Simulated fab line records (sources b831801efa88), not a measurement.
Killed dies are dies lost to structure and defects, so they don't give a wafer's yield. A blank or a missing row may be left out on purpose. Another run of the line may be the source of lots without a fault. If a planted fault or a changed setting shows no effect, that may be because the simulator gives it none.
Which tool did it? -- flow sfq line -- Sampling: 14 lots, 42 wafers, 4 of 325 route steps

WHAT EACH GAUGE READ, for each wafer
SFQ_JJ_OVL_MEAS_931. Usual: J5_OVL gives -1 nm (standard deviation 5.1).
lot,measured,on,J5_OVL (nm),flag
L243,day 49 12:22,overlay-02,-17 -18 -11,
L245,day 52 09:19,overlay-01,0 1 -1,
L247,day 53 03:19,overlay-02,3 2 1,
L251,day 55 17:43,overlay-02,- - -,OFF
L252,day 55 18:55,overlay-01,- - -,OFF
L254,day 56 02:07,overlay-01,-4 2 -4,
L255,day 56 03:19,overlay-02,-3 -1 -5,
L256,day 56 04:31,overlay-01,-6 1 3,
L257,day 56 09:19,overlay-02,5 5 8,
L258,day 56 11:43,overlay-02,3 3 2,
L261,day 56 20:07,overlay-02,-1 0 -10,
L262,day 56 22:38,overlay-02,-1 1 4,
L263,day 57 01:02,overlay-02,-3 0 -6,
L265,day 57 05:50,overlay-02,3 2 1,

WHAT TOOL EACH LOT RAN ON (gives the tool, then ch and the chambers of the sampled wafers, and finally the start)
lot,SFQ_TRILAYER_I2_VIA_BARC_OPEN_VIA_ETCH_096,SFQ_TRILAYER_M3_STRIP_STRIP_079,SFQ_TRILAYER_I4_VIA_LITHO_DEVELOP_105
L243,"rie diel-01 ch 0,1,2, day 24 00:40","rie metal-02 ch 0,1, day 24 10:28","litho track-04 ch 0, day 44 03:08"
L245,"rie diel-02 ch 0,1, day 25 23:26","rie metal-02 ch 0,1, day 26 11:44","litho track-03 ch 0, day 47 07:25"
L247,"rie diel-02 ch 0,1,2, day 26 04:14","rie metal-04 ch 1, day 26 19:01","litho track-03 ch 0, day 47 15:52"
L251,"rie diel-02 ch 1,2, day 32 00:10","rie metal-02 ch 1, day 38 05:52","litho track-04, day 50 09:08"
L252,"rie diel-02 ch 1,2, day 32 02:34","rie metal-02 ch 0,1, day 38 08:28","litho track-02, day 50 10:23"
L254,"rie diel-03 ch 0,1,2, day 32 06:10","rie metal-01 ch 0,1, day 38 11:52","litho track-02 ch 0, day 50 16:16"
L255,"rie diel-02 ch 1,2,3, day 32 09:46","rie metal-04 ch 0,1, day 38 14:16","litho track-03 ch 0, day 50 17:26"
L256,"rie diel-01 ch 0,1,2, day 32 13:22","rie metal-04 ch 0,1, day 38 17:52","litho track-04 ch 0, day 50 18:38"
L257,"rie diel-02 ch 0,2, day 32 15:46","rie metal-04 ch 0, day 38 21:28","litho track-02 ch 0, day 50 21:02"
L258,"rie diel-01 ch 1,2,3, day 32 16:58","rie metal-04 ch 0,1, day 38 23:52","litho track-03 ch 0, day 50 23:26"
L261,"rie diel-02 ch 1,2,3, day 32 22:58","rie metal-02 ch 0,1, day 39 07:16","litho track-02 ch 0, day 51 05:29"
L262,"rie diel-01 ch 1,3, day 33 00:10","rie metal-04 ch 0,1, day 39 09:28","litho track-02 ch 0, day 51 06:38"
L263,"rie diel-03 ch 0,2,3, day 33 04:58","rie metal-02 ch 0,1, day 39 11:52","litho track-03 ch 0, day 51 07:50"
L265,"rie diel-02 ch 0,1,3, day 33 12:10","rie metal-04 ch 0,1, day 39 19:04","litho track-02 ch 0, day 51 11:26"
- SFQ_TRILAYER_I2_VIA_BARC_OPEN_VIA_ETCH_096: etches BARC in O2, target depth 125 nm, time 41.7 s.
- SFQ_TRILAYER_M3_STRIP_STRIP_079: strips in O2.
- SFQ_TRILAYER_I4_VIA_LITHO_DEVELOP_105: time 60 s.

AS READ BY THE TOOLS THEMSELVES (means over the sampled wafers that have a number; for cases with no such wafer, the mark the record gives instead)
SFQ_TRILAYER_I2_VIA_BARC_OPEN_VIA_ETCH_096. Usual: drypump motor current A 5.6 A, standard deviation 0.43; oes product au 0.685 a.u., standard deviation 0.0044.
lot,tool,drypump motor current A (A),oes product au (a.u.),flag
L243,rie diel-01,5.5,0.687,
L245,rie diel-02,5.6,0.688,
L247,rie diel-02,5.8,0.683,
L251,rie diel-02,5.8,0.683,
L252,rie diel-02,5.8,0.682,
L254,rie diel-03,6.0,0.684,
L255,rie diel-02,5.7,0.683,
L256,rie diel-01,5.5,0.681,
L257,rie diel-02,5.9,0.687,
L258,rie diel-01,5.6,0.684,
L261,rie diel-02,5.7,0.684,
L262,rie diel-01,5.6,0.680,
L263,rie diel-03,5.4,0.685,
L265,rie diel-02,5.6,0.684,

SFQ_TRILAYER_M3_STRIP_STRIP_079. Usual: drypump motor current A 5.40 A, standard deviation 0.28; he backside leak sccm 3.47 sccm, standard deviation 0.19; oes product au 0.995 a.u., standard deviation 0.0066.
lot,tool,drypump motor current A (A),he backside leak sccm (sccm),oes product au (a.u.),flag
L243,rie metal-02,5.55,3.30,0.994,
L245,rie metal-02,5.56,3.19,0.990,
L247,rie metal-04,5.46,3.54,0.990,
L251,rie metal-02,5.66,3.41,0.993,
L252,rie metal-02,5.57,3.54,0.987,
L254,rie metal-01,5.36,3.46,1.001,
L255,rie metal-04,5.28,3.59,0.987,
L256,rie metal-04,5.27,3.58,0.994,
L257,rie metal-04,4.87,3.41,0.993,
L258,rie metal-04,5.08,3.52,0.991,
L261,rie metal-02,5.55,3.35,0.999,
L262,rie metal-04,5.26,3.54,0.997,
L263,rie metal-02,5.61,3.69,0.996,
L265,rie metal-04,5.07,3.52,0.997,

SFQ_TRILAYER_I4_VIA_LITHO_DEVELOP_105. Usual: chill plate temp C 23.00 C, standard deviation 0.099; exhaust pa 45.0 Pa, standard deviation 0.9; resist line temp C 22.97 C, standard deviation 0.098.
lot,tool,chill plate temp C (C),exhaust pa (Pa),resist line temp C (C),flag
L243,litho track-04,22.97,45.9,22.89,
L245,litho track-03,22.94,44.5,23.04,
L247,litho track-03,22.95,45.5,22.96,
L251,litho track-04,-,-,-,OFF
L252,litho track-02,-,-,-,OFF
L254,litho track-02,23.02,45.2,22.87,
L255,litho track-03,23.12,43.7,22.92,
L256,litho track-04,22.89,44.5,23.04,
L257,litho track-02,23.13,45.0,23.01,
L258,litho track-03,22.91,44.7,23.09,
L261,litho track-02,23.08,44.6,22.95,
L262,litho track-02,23.07,44.4,23.05,
L263,litho track-03,23.05,44.9,23.05,
L265,litho track-02,22.95,43.8,22.93,

THE ANSWER, worked out from the rows above alone
Rule: a lot is off if the mean of its wafers that have a number lies more than 3 standard deviations from the usual mean. A lot without any number at a reading at which 4 lots or more have one is off too. All remaining lots with rows at the step are treated as sound. The gauges are gone through in route order, then the tools' own readings, and for those a lot's mean is taken as printed above. The first step at which some lot is off is used, and at that step the reading that is off furthest; a lot without a number counts as furthest.
Off: L251, L252, at SFQ_JJ_OVL_MEAS_931 (J5_OVL). Without a number there: L251, L252.
A tool fits if, at a process step before that reading, it ran every lot that is off, and no sound lot after the first of them. The gauges at SFQ_JJ_OVL_MEAS_931 aren't tried: what is off there is off at SFQ_TRILAYER_I4_VIA_LITHO_DEVELOP_105 too, on other tools, and a gauge's error can't cause that. None of those tried fits.

WHAT HAD BEEN PUT IN BY THE SIMULATOR
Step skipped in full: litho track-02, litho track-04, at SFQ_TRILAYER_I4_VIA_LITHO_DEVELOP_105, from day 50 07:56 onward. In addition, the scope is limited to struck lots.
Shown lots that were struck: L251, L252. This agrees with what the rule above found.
